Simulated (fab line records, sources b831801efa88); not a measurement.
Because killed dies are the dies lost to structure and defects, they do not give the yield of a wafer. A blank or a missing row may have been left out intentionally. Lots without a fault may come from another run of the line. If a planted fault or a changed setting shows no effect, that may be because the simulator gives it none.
fab line records + flow sky130
record
- lots=10
- wafers=30
- last-day=50
route steps=708 shown RES_PROTECT@214 LOCAL_INTERCONNECT@387 CONTACT@431 VIA1@473
lots with no fault: from the same line, run without faults
start-h: hours from the record's opening day to when the first of the lot's shown wafers began + wait-h: hours since the lot's step before + " the same as in the row above + L1.1+2: one row covering several wafers at once + - value missing, or start not given + * or withheld: withheld + < > ~ a bound
route shown NAME@n: a module of which the file shows steps, and the number in the route of the first + usual: average and standard deviation across the fault-free wafers + same: alike in all rows + chamber/n: place in a boat + sites: per-site readings + _std_site: how widely they spread, as a standard deviation + _edge_site: the outer-site mean with the inner-site mean subtracted + radius-mm: for every site, how far away it sits from the centre of the wafer + mask NAME#n: copy n + behind: the tool/chamber that last shaped the wafer + hold: cause of the lot's hold/its duration in hours/its outcome + device: the transistor (n, p or np) that didn't switch + end of line: tests run on the same wafers once the route is complete + step lacking rows: just its recipe + killed: count of dies lost to structure and defects at first sort (not the wafer's yield) + map: a wafer's dies, x killed, . not, _ none there
set.NAME: the setting that was run; set.NAME@STEP: the one run at that earlier step + model.NAME: the simulator's own value behind a step, which no gauge read
one table for each step of the route and one row for each wafer, over a sample of lots
services: a tool's chamber out of use, with start hour (start-h, from the record's first day; less than 0 if before it), hours out, and reason
## steps
# step SKY_RES_PROTECT_STRIP_07
# recipe
- chemistry=O2/N2
- power-w=1400
- pressure-mtorr=1500
- platen-temp-c=withheld
- o2-flow-sccm=3000
- n2-flow-sccm=300
- overash-fraction=0.5
# usual
- drypump-motor-current-A=5.8/0.46
- oes-product-au=0.518/0.0046
- strip-time-to-endpoint-s=23.27/0.033
| lot.wafer | tool            | chamber | start-h | wait-h | drypump-motor-current-A | oes-product-au | rf-hours-counter-h | strip-time-to-endpoint-s |
|-----------|-----------------|---------|---------|--------|-------------------------|----------------|--------------------|--------------------------|
| L739.2    | plasma-asher-02 | 0       | 336.07  | 0.1    | 5.6                     | 0.510          | 50                 | 23.24                    |
| L739.4    | "               | 1       | "       | "      | 6.2                     | 0.522          | -                  | 23.28                    |
| L739.6    | "               | 1       | "       | "      | 6.3                     | 0.518          | -                  | 23.26                    |
| L743.1    | plasma-asher-01 | 1       | 371.36  | 0.1    | 5.1                     | 0.505          | 25                 | 23.28                    |
| L743.5    | "               | 0       | "       | "      | 6.2                     | 0.517          | -                  | 23.33                    |
| L743.6    | "               | 1       | "       | "      | 5.1                     | 0.516          | -                  | 23.28                    |
| L744.1    | plasma-asher-02 | 1       | 381.82  | 0.1    | 6.2                     | 0.518          | 55                 | 23.24                    |
| L744.2    | "               | 0       | "       | "      | 5.6                     | 0.520          | 55                 | 23.28                    |
| L744.3    | "               | 0       | "       | "      | 5.6                     | 0.522          | -                  | 23.26                    |
| L746.3    | plasma-asher-04 | 1       | 406.32  | 0.1    | 6.1                     | 0.515          | -                  | 23.31                    |
| L746.5    | "               | 1       | "       | "      | 6.1                     | 0.524          | -                  | 23.29                    |
| L746.6    | "               | 0       | "       | "      | 6.0                     | 0.521          | -                  | 23.32                    |
| L752.1    | plasma-asher-01 | 1       | 458.69  | 0.1    | 5.1                     | 0.510          | 34                 | 23.25                    |
| L752.3    | "               | 0       | "       | "      | 6.2                     | 0.513          | -                  | 23.30                    |
| L752.4    | "               | 1       | "       | "      | 5.1                     | 0.521          | -                  | 23.21                    |
| L753.3    | plasma-asher-02 | 0       | 466.25  | 0.1    | 5.5                     | 0.517          | -                  | 23.23                    |
| L753.4    | "               | 1       | "       | "      | 6.2                     | 0.519          | -                  | 23.23                    |
| L753.5    | "               | 1       | "       | "      | 6.2                     | 0.520          | -                  | 23.26                    |
| L755.1    | plasma-asher-01 | 0       | 482.12  | 0.1    | 6.2                     | 0.519          | 38                 | 23.25                    |
| L755.3    | "               | 1       | "       | "      | 5.1                     | 0.519          | -                  | 23.30                    |
| L755.4    | "               | 0       | "       | "      | 6.1                     | 0.507          | -                  | 23.30                    |
| L757.2    | plasma-asher-01 | 0       | 490.73  | 0.1    | 6.2                     | 0.515          | 39                 | 23.21                    |
| L757.3    | "               | 0       | "       | "      | 6.2                     | 0.521          | -                  | 23.25                    |
| L757.5    | "               | 0       | "       | "      | 6.2                     | 0.518          | -                  | 23.27                    |
| L756.1    | plasma-asher-01 | 1       | 492.03  | 0.1    | 5.1                     | 0.514          | 39                 | 23.31                    |
| L756.5    | "               | 0       | "       | "      | 6.2                     | 0.513          | -                  | 23.29                    |
| L756.6    | "               | 1       | "       | "      | 5.1                     | 0.513          | -                  | 23.30                    |
| L762.1    | plasma-asher-04 | 1       | 558.56  | 0.1    | 6.2                     | 0.514          | 7                  | 23.27                    |
| L762.3    | "               | 1       | "       | "      | 6.2                     | 0.521          | -                  | 23.26                    |
| L762.4    | "               | 0       | "       | "      | 6.0                     | 0.519          | -                  | 23.21                    |
# step SKY_LOCAL_INTERCONNECT_SPUTTER_00
# recipe
- material=TiN
- target-thk-nm=100
- temp-c=300
- power-w=6500
- time-s=83.3
- chamber-pressure-pa=0.4
# usual
- throttle-valve-pct=30.2/1
| lot.wafer | tool           | chamber | start-h | wait-h | throttle-valve-pct |
|-----------|----------------|---------|---------|--------|--------------------|
| L739.2    | pvd-sputter-03 | -       | 675.26  | 0.1    | 30.5               |
| L739.4    | "              | -       | "       | "      | 30.3               |
| L739.6    | "              | -       | "       | "      | 31.2               |
| L743.1    | pvd-sputter-03 | -       | 710.95  | 0.2    | 29.3               |
| L743.5    | "              | -       | "       | "      | 31.5               |
| L743.6    | "              | -       | "       | "      | 29.4               |
| L744.1    | pvd-sputter-04 | -       | 721.40  | 0.1    | 30.4               |
| L744.2    | "              | -       | "       | "      | 30.3               |
| L744.3    | "              | -       | "       | "      | 30.1               |
| L746.3    | pvd-sputter-03 | -       | 739.54  | 0.1    | 30.4               |
| L746.5    | "              | -       | "       | "      | 29.9               |
| L746.6    | "              | -       | "       | "      | 30.7               |
| L752.1    | pvd-sputter-03 | -       | 789.85  | 0.1    | 30.5               |
| L752.3    | "              | -       | "       | "      | 29.2               |
| L752.4    | "              | -       | "       | "      | 30.6               |
| L753.3    | pvd-sputter-03 | -       | 794.21  | 0.1    | 31.6               |
| L753.4    | "              | -       | "       | "      | 29.3               |
| L753.5    | "              | -       | "       | "      | 31.3               |
| L755.1    | pvd-sputter-01 | -       | 810.31  | 0.2    | 32.1               |
| L755.3    | "              | -       | "       | "      | 29.9               |
| L755.4    | "              | -       | "       | "      | 30.2               |
| L757.2    | pvd-sputter-04 | -       | 817.99  | 0.1    | 29.6               |
| L757.3    | "              | -       | "       | "      | 30.2               |
| L757.5    | "              | -       | "       | "      | 30.1               |
| L756.1    | pvd-sputter-03 | -       | 819.38  | 0.2    | 29.4               |
| L756.5    | "              | -       | "       | "      | 29.3               |
| L756.6    | "              | -       | "       | "      | 31.3               |
| L762.1    | pvd-sputter-04 | -       | 871.69  | 0.2    | 28.9               |
| L762.3    | "              | -       | "       | "      | 30.3               |
| L762.4    | "              | -       | "       | "      | 30.3               |
# step SKY_LOCAL_INTERCONNECT_RS_MEAS_01
# recipe
- thk-meas-gauge=four-point-probe
- reads=TiN_of_LOCAL_INTERCONNECT_SPUTTER_00
# usual
- LOCAL_INTERCONNECT_TIN_RS=14.15/0.15
| lot.wafer | tool          | chamber | start-h | wait-h | LOCAL_INTERCONNECT_TIN_RS[ohm/sq] |
|-----------|---------------|---------|---------|--------|-----------------------------------|
| L739.2    | film-metro-01 | -       | 675.34  | 0.1    | 14.28                             |
| L739.4    | "             | -       | "       | "      | 14.34                             |
| L739.6    | "             | -       | "       | "      | 14.19                             |
| L743.1    | film-metro-03 | -       | 711.02  | 0.0    | 14.17                             |
| L743.5    | "             | -       | "       | "      | 14.25                             |
| L743.6    | "             | -       | "       | "      | 14.23                             |
| L744.1    | film-metro-03 | -       | 721.46  | 0.0    | 14.27                             |
| L744.2    | "             | -       | "       | "      | 14.26                             |
| L744.3    | "             | -       | "       | "      | 14.42                             |
| L746.3    | film-metro-03 | -       | 739.64  | 0.1    | 14.23                             |
| L746.5    | "             | -       | "       | "      | 14.27                             |
| L746.6    | "             | -       | "       | "      | 14.26                             |
| L752.1    | film-metro-03 | -       | 789.91  | 0.0    | 14.06                             |
| L752.3    | "             | -       | "       | "      | 13.91                             |
| L752.4    | "             | -       | "       | "      | 14.00                             |
| L753.3    | film-metro-03 | -       | 794.31  | 0.1    | 14.07                             |
| L753.4    | "             | -       | "       | "      | 11.65                             |
| L753.5    | "             | -       | "       | "      | 14.04                             |
| L755.1    | film-metro-03 | -       | 810.37  | 0.0    | 14.01                             |
| L755.3    | "             | -       | "       | "      | 14.05                             |
| L755.4    | "             | -       | "       | "      | 14.08                             |
| L757.2    | film-metro-04 | -       | 818.07  | 0.1    | 14.15                             |
| L757.3    | "             | -       | "       | "      | 14.34                             |
| L757.5    | "             | -       | "       | "      | 14.16                             |
| L756.1    | film-metro-03 | -       | 819.44  | 0.0    | 11.78                             |
| L756.5    | "             | -       | "       | "      | 11.77                             |
| L756.6    | "             | -       | "       | "      | 14.07                             |
| L762.1    | film-metro-01 | -       | 871.75  | 0.0    | 14.15                             |
| L762.3    | "             | -       | "       | "      | 14.37                             |
| L762.4    | "             | -       | "       | "      | 14.21                             |
# step SKY_LOCAL_INTERCONNECT_THK_MEAS_02
# recipe
- thk-meas-gauge=xrf
- reads=TiN_of_LOCAL_INTERCONNECT_SPUTTER_00
# usual
- LOCAL_INTERCONNECT_TIN_THK=99.7/1.1
| lot.wafer | tool          | chamber | start-h | wait-h | LOCAL_INTERCONNECT_TIN_THK[nm] |
|-----------|---------------|---------|---------|--------|--------------------------------|
| L739.2    | film-metro-01 | -       | 675.45  | 0.1    | 99.1                           |
| L739.4    | "             | -       | "       | "      | 98.6                           |
| L739.6    | "             | -       | "       | "      | 99.9                           |
| L743.1    | film-metro-03 | -       | 711.14  | 0.1    | 99.2                           |
| L743.5    | "             | -       | "       | "      | 99.3                           |
| L743.6    | "             | -       | "       | "      | 98.8                           |
| L744.1    | film-metro-03 | -       | 721.58  | 0.1    | 99.0                           |
| L744.2    | "             | -       | "       | "      | 98.6                           |
| L744.3    | "             | -       | "       | "      | 97.5                           |
| L746.3    | film-metro-03 | -       | 739.74  | 0.1    | 98.6                           |
| L746.5    | "             | -       | "       | "      | 98.6                           |
| L746.6    | "             | -       | "       | "      | 98.9                           |
| L752.1    | film-metro-03 | -       | 790.03  | 0.1    | 100.0                          |
| L752.3    | "             | -       | "       | "      | 100.9                          |
| L752.4    | "             | -       | "       | "      | 100.4                          |
| L753.3    | film-metro-03 | -       | 794.41  | 0.1    | 100.2                          |
| L753.4    | "             | -       | "       | "      | 119.8                          |
| L753.5    | "             | -       | "       | "      | 100.7                          |
| L755.1    | film-metro-03 | -       | 810.49  | 0.1    | 100.5                          |
| L755.3    | "             | -       | "       | "      | 100.9                          |
| L755.4    | "             | -       | "       | "      | 99.9                           |
| L757.2    | film-metro-04 | -       | 818.18  | 0.1    | 98.8                           |
| L757.3    | "             | -       | "       | "      | 98.1                           |
| L757.5    | "             | -       | "       | "      | 98.6                           |
| L756.1    | film-metro-03 | -       | 819.56  | 0.1    | 119.4                          |
| L756.5    | "             | -       | "       | "      | 119.6                          |
| L756.6    | "             | -       | "       | "      | 100.4                          |
| L762.1    | film-metro-01 | -       | 871.87  | 0.1    | 100.5                          |
| L762.3    | "             | -       | "       | "      | 98.9                           |
| L762.4    | "             | -       | "       | "      | 100.1                          |
# step SKY_LOCAL_INTERCONNECT_METAL_ETCH_14
# recipe
- target-depth-nm=110
- stop-on=PSG
- chemistry=Cl2/BCl3
- target=TiN
- resist-sidewall-deg=88
- pressure-mtorr=10
- icp-w=900
- bias-w=48.5
- Cl2_flow_sccm=60
- bcl3-flow-sccm=30
- time-s=31.4
# usual
- bias-w=48.51/0.13
- drypump-motor-current-A=6.0/0.49
- mfc-cl2-sccm=60.04/0.2
- oes-product-au=0.941/0.0075
- throttle-valve-pct=21.902/0.0098
| lot.wafer | tool         | chamber | start-h | wait-h | bias-w | drypump-motor-current-A | mfc-cl2-sccm | oes-product-au | rf-hours-counter-h | throttle-valve-pct |
|-----------|--------------|---------|---------|--------|--------|-------------------------|--------------|----------------|--------------------|--------------------|
| L739.2    | rie-metal-01 | 1       | 703.59  | 0.0    | 48.61  | 6.4                     | 60.02        | 0.938          | 4.5                | 21.896             |
| L739.4    | "            | 0       | "       | "      | 48.39  | 6.2                     | 59.89        | 0.933          | -                  | 21.917             |
| L739.6    | "            | 1       | "       | "      | 48.56  | 6.4                     | 60.33        | 0.953          | -                  | 21.908             |
| L743.1    | rie-metal-03 | 1       | 738.40  | 0.0    | 48.61  | 5.4                     | 60.33        | 0.934          | 7.7                | 21.905             |
| L743.5    | "            | 1       | "       | "      | 48.59  | 5.3                     | 59.70        | 0.939          | -                  | 21.906             |
| L743.6    | "            | 0       | "       | "      | 48.11  | 6.5                     | 59.98        | 0.947          | -                  | 21.895             |
| L744.1    | rie-metal-03 | 1       | 748.64  | 0.0    | 48.33  | 5.3                     | 59.93        | 0.935          | 7.8                | 21.905             |
| L744.2    | "            | 0       | "       | "      | 48.47  | 6.5                     | 59.87        | 0.941          | 5.4                | 21.902             |
| L744.3    | "            | 0       | "       | "      | 48.49  | 6.5                     | 60.18        | 0.924          | -                  | 21.916             |
| L746.3    | rie-metal-04 | 0       | 767.32  | 0.1    | 48.51  | 5.7                     | 59.76        | 0.933          | -                  | 21.905             |
| L746.5    | "            | 0       | "       | "      | 48.48  | 5.7                     | 59.94        | 0.942          | -                  | 21.913             |
| L746.6    | "            | 0       | "       | "      | 48.32  | 5.7                     | 60.38        | 0.926          | -                  | 21.894             |
| L752.1    | rie-metal-03 | 0       | 816.42  | 0.0    | 48.41  | 6.5                     | 59.97        | 0.949          | 8.4                | 21.900             |
| L752.3    | "            | 1       | "       | "      | 48.46  | 5.4                     | 60.19        | 0.949          | -                  | 21.879             |
| L752.4    | "            | 0       | "       | "      | 48.45  | 6.5                     | 60.11        | 0.943          | -                  | 21.885             |
| L753.3    | rie-metal-03 | 0       | 821.14  | 0.0    | 48.60  | 6.5                     | 60.16        | 0.949          | -                  | 21.887             |
| L753.4    | "            | 1       | "       | "      | 48.53  | 5.3                     | 59.74        | 1.007          | -                  | 21.859             |
| L753.5    | "            | 0       | "       | "      | 48.61  | 6.5                     | 60.19        | 0.950          | -                  | 21.891             |
| L755.1    | rie-metal-01 | 1       | 837.05  | 0.0    | 48.50  | 6.4                     | 60.19        | 0.949          | 8.8                | 21.913             |
| L755.3    | "            | 1       | "       | "      | 48.53  | 6.4                     | 60.01        | 0.943          | -                  | 21.890             |
| L755.4    | "            | 0       | "       | "      | 48.40  | 6.3                     | 60.19        | 0.942          | -                  | 21.883             |
| L757.2    | rie-metal-03 | 1       | 844.74  | 0.0    | 48.57  | 5.3                     | 59.85        | 0.947          | 11.6               | 21.892             |
| L757.3    | "            | 1       | "       | "      | 48.57  | 5.4                     | 59.96        | 0.929          | -                  | 21.918             |
| L757.5    | "            | 0       | "       | "      | 48.67  | 6.5                     | 60.28        | 0.933          | -                  | 21.902             |
| L756.1    | rie-metal-04 | 0       | 845.12  | 0.0    | 48.73  | 5.7                     | 59.84        | 0.996          | 10.2               | 21.863             |
| L756.5    | "            | 0       | "       | "      | 48.56  | 5.7                     | 59.65        | 0.990          | -                  | 21.868             |
| L756.6    | "            | 1       | "       | "      | 48.58  | 5.1                     | 60.55        | 0.949          | -                  | 21.908             |
| L762.1    | rie-metal-03 | 1       | 897.88  | 0.0    | 48.41  | 5.3                     | 60.18        | 0.945          | 13.6               | 21.912             |
| L762.3    | "            | 1       | "       | "      | 48.49  | 5.4                     | 59.99        | 0.937          | -                  | 21.907             |
| L762.4    | "            | 0       | "       | "      | 48.49  | 6.5                     | 59.99        | 0.947          | -                  | 21.907             |
# step SKY_CONTACT_RS_MEAS_25
# recipe
- thk-meas-gauge=four-point-probe
- reads=W_of_CONTACT_CVD_24+TiN_of_CONTACT_SPUTTER_23
# usual
- CONTACT_W_RS=0.337/0.0035
| lot.wafer | tool          | chamber | start-h | wait-h | CONTACT_W_RS[ohm/sq] |
|-----------|---------------|---------|---------|--------|----------------------|
| L739.2    | film-metro-03 | -       | 733.58  | 0.1    | 0.336                |
| L739.4    | "             | -       | "       | "      | 0.340                |
| L739.6    | "             | -       | "       | "      | 0.341                |
| L743.1    | film-metro-03 | -       | 767.71  | 0.1    | 0.338                |
| L743.5    | "             | -       | "       | "      | 0.335                |
| L743.6    | "             | -       | "       | "      | 0.339                |
| L744.1    | film-metro-02 | -       | 777.95  | 0.1    | 0.337                |
| L744.2    | "             | -       | "       | "      | 0.339                |
| L744.3    | "             | -       | "       | "      | 0.336                |
| L746.3    | film-metro-03 | -       | 796.89  | 0.1    | 0.333                |
| L746.5    | "             | -       | "       | "      | 0.335                |
| L746.6    | "             | -       | "       | "      | 0.332                |
| L752.1    | film-metro-02 | -       | 845.06  | 0.1    | 0.335                |
| L752.3    | "             | -       | "       | "      | 0.337                |
| L752.4    | "             | -       | "       | "      | 0.336                |
| L753.3    | film-metro-03 | -       | 850.43  | 0.2    | 0.344                |
| L753.4    | "             | -       | "       | "      | 0.342                |
| L753.5    | "             | -       | "       | "      | 0.345                |
| L755.1    | film-metro-04 | -       | 864.46  | 0.1    | 0.344                |
| L755.3    | "             | -       | "       | "      | 0.338                |
| L755.4    | "             | -       | "       | "      | 0.340                |
| L757.2    | film-metro-03 | -       | 873.76  | 0.1    | 0.341                |
| L757.3    | "             | -       | "       | "      | 0.338                |
| L757.5    | "             | -       | "       | "      | 0.339                |
| L756.1    | film-metro-03 | -       | 874.01  | 0.1    | 0.339                |
| L756.5    | "             | -       | "       | "      | 0.334                |
| L756.6    | "             | -       | "       | "      | 0.338                |
| L762.1    | film-metro-03 | -       | 925.66  | 0.1    | 0.333                |
| L762.3    | "             | -       | "       | "      | 0.332                |
| L762.4    | "             | -       | "       | "      | 0.332                |
# step SKY_VIA1_ETCH_15
# recipe
- target=SiO2
- chemistry=C4F8/O2/Ar
- target-depth-nm=351
- stop-on=TiN
- mask-material=KrF-thick
- source-w=1500
- bias-w=1200
- pressure-mtorr=40
- c4f8-flow-sccm=withheld
- O2_flow_sccm=6
- Ar_flow_sccm=300
- time-s=54
# usual
- bias-w=1199/3.7
- oes-product-au=0.981/0.0065
| lot.wafer | tool        | chamber | start-h | wait-h | bias-w | oes-product-au | rf-hours-counter-h |
|-----------|-------------|---------|---------|--------|--------|----------------|--------------------|
| L739.2    | rie-diel-01 | 3       | 789.83  | 0.0    | 1202   | 0.971          | 5                  |
| L739.4    | "           | 1       | "       | "      | 1200   | 0.975          | 5                  |
| L739.6    | "           | 3       | "       | "      | 1200   | 0.968          | -                  |
| L743.1    | rie-diel-04 | 3       | 823.71  | 0.0    | 1205   | 0.986          | 12                 |
| L743.5    | "           | 2       | "       | "      | 1197   | 0.977          | -                  |
| L743.6    | "           | 3       | "       | "      | 1202   | 0.990          | -                  |
| L744.1    | rie-diel-04 | 1       | 833.32  | 0.0    | 1196   | 0.968          | 14                 |
| L744.2    | "           | 0       | "       | "      | 1205   | 0.980          | 7                  |
| L744.3    | "           | 2       | "       | "      | 1200   | 0.983          | 12                 |
| L746.3    | rie-diel-02 | 0       | 851.52  | 0.0    | 1195   | 0.982          | 11                 |
| L746.5    | "           | 0       | "       | "      | 1197   | 0.981          | -                  |
| L746.6    | "           | 1       | "       | "      | 1202   | 0.987          | -                  |
| L752.1    | rie-diel-01 | 2       | 899.31  | 0.0    | 1203   | 0.981          | 22                 |
| L752.3    | "           | 3       | "       | "      | 1201   | 0.971          | 8                  |
| L752.4    | "           | 1       | "       | "      | 1196   | 0.984          | 9                  |
| L753.3    | rie-diel-04 | 2       | 903.51  | 0.0    | 1198   | 0.978          | 14                 |
| L753.4    | "           | 3       | "       | "      | 1196   | 0.989          | 14                 |
| L753.5    | "           | 0       | "       | "      | 1200   | 0.985          | -                  |
| L755.1    | rie-diel-04 | 2       | 916.98  | 0.0    | 1203   | 0.978          | 14                 |
| L755.3    | "           | 0       | "       | "      | 1200   | 0.979          | 9                  |
| L755.4    | "           | 3       | "       | "      | 1198   | 0.980          | 15                 |
| L757.2    | rie-diel-01 | 3       | 926.06  | 0.0    | 1198   | 0.980          | 9                  |
| L757.3    | "           | 0       | "       | "      | 1192   | 0.981          | 27                 |
| L757.5    | "           | 2       | "       | "      | 1195   | 0.985          | -                  |
| L756.1    | rie-diel-04 | 3       | 927.98  | 0.0    | 1197   | 0.982          | 15                 |
| L756.5    | "           | 1       | "       | "      | 1200   | 0.969          | -                  |
| L756.6    | "           | 2       | "       | "      | 1202   | 0.987          | -                  |
| L762.1    | rie-diel-01 | 3       | 976.22  | 0.0    | 1201   | 0.963          | 10                 |
| L762.3    | "           | 1       | "       | "      | 1203   | 0.984          | 11                 |
| L762.4    | "           | 2       | "       | "      | 1207   | 0.989          | 24                 |
## services
| tool            | chamber | start-h | hours | kind   |
|-----------------|---------|---------|-------|--------|
| rie-diel-04     | 0       | 329.65  | 4.1   | repair |
| rie-metal-03    | 0       | 332.86  | 3.5   | repair |
| rie-metal-03    | 0       | 347.80  | 5.9   | repair |
| rie-metal-03    | 0       | 378.17  | 1.8   | repair |
| rie-diel-04     | 2       | 384.89  | 8.5   | repair |
| rie-diel-04     | 0       | 399.41  | 3.5   | repair |
| rie-diel-04     | 3       | 466.33  | 5.2   | repair |
| plasma-asher-01 | -       | 502.62  | 7.2   | repair |
| rie-diel-04     | 3       | 542.20  | 3.2   | repair |
| rie-diel-04     | 1       | 544.11  | 29.0  | repair |
| pvd-sputter-03  | -       | 555.46  | 11.3  | repair |
| plasma-asher-01 | -       | 558.86  | 0.9   | repair |
| rie-metal-03    | -       | 571.76  | 0.2   | repair |
| rie-diel-04     | 1       | 613.47  | 2.8   | repair |
| rie-metal-03    | -       | 614.28  | 1.4   | pm     |
| pvd-sputter-03  | -       | 689.98  | 3.4   | repair |
| rie-metal-03    | -       | 741.77  | 2.8   | pm     |
| pvd-sputter-03  | -       | 763.15  | 3.3   | repair |
| rie-metal-03    | -       | 825.76  | 15.6  | pm     |
| rie-metal-03    | -       | 843.83  | 0.2   | repair |
| pvd-sputter-03  | -       | 884.55  | 2.8   | repair |
| rie-metal-03    | 0       | 901.08  | 28.6  | repair |
| pvd-sputter-03  | -       | 920.64  | 3.4   | repair |
| pvd-sputter-03  | -       | 933.30  | 1.5   | repair |
## key
first-sign
- step=SKY_LOCAL_INTERCONNECT_RS_MEAS_01
- reading=LOCAL_INTERCONNECT_TIN_RS
- direction=down
- sigmas=16
- usual=14.15
- struck=11.73
effect
- step=SKY_LOCAL_INTERCONNECT_THK_MEAS_02
- reading=LOCAL_INTERCONNECT_TIN_THK
- direction=up
- sigmas=18
- usual=99.7
- struck=119.6
effect
- step=SKY_LOCAL_INTERCONNECT_METAL_ETCH_14
- reading=oes-product-au
- direction=up
- sigmas=7.6
- usual=0.941
- struck=0.998
met-at SKY_LOCAL_INTERCONNECT_SPUTTER_00
struck-lots L753,L756
struck-wafers L753.4,L756.1,L756.5
tester-left-out L753,L756
not-acting-at SKY_RES_PROTECT_STRIP_07,SKY_CONTACT_RS_MEAS_25,SKY_VIA1_ETCH_15
onset-between 789.85 794.21
fault
- kind=process-parameter-drift
- tool=pvd-sputter-03
- chamber=-
- onset-h=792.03
- steps=SKY_LOCAL_INTERCONNECT_SPUTTER_00
- channel=time-s
- offset=*
- shape=step
- end-h=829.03
- acts-in=*
- stated=*
- scope=struck-wafers-only
# tester-left-out: of these lots the tester's yield and bins aren't shown, on N5 and GAA mostly nor the transistor test; their killed dies are dies lost to structure and defects alone, not to doping, threshold or leakage, so they don't give the yield
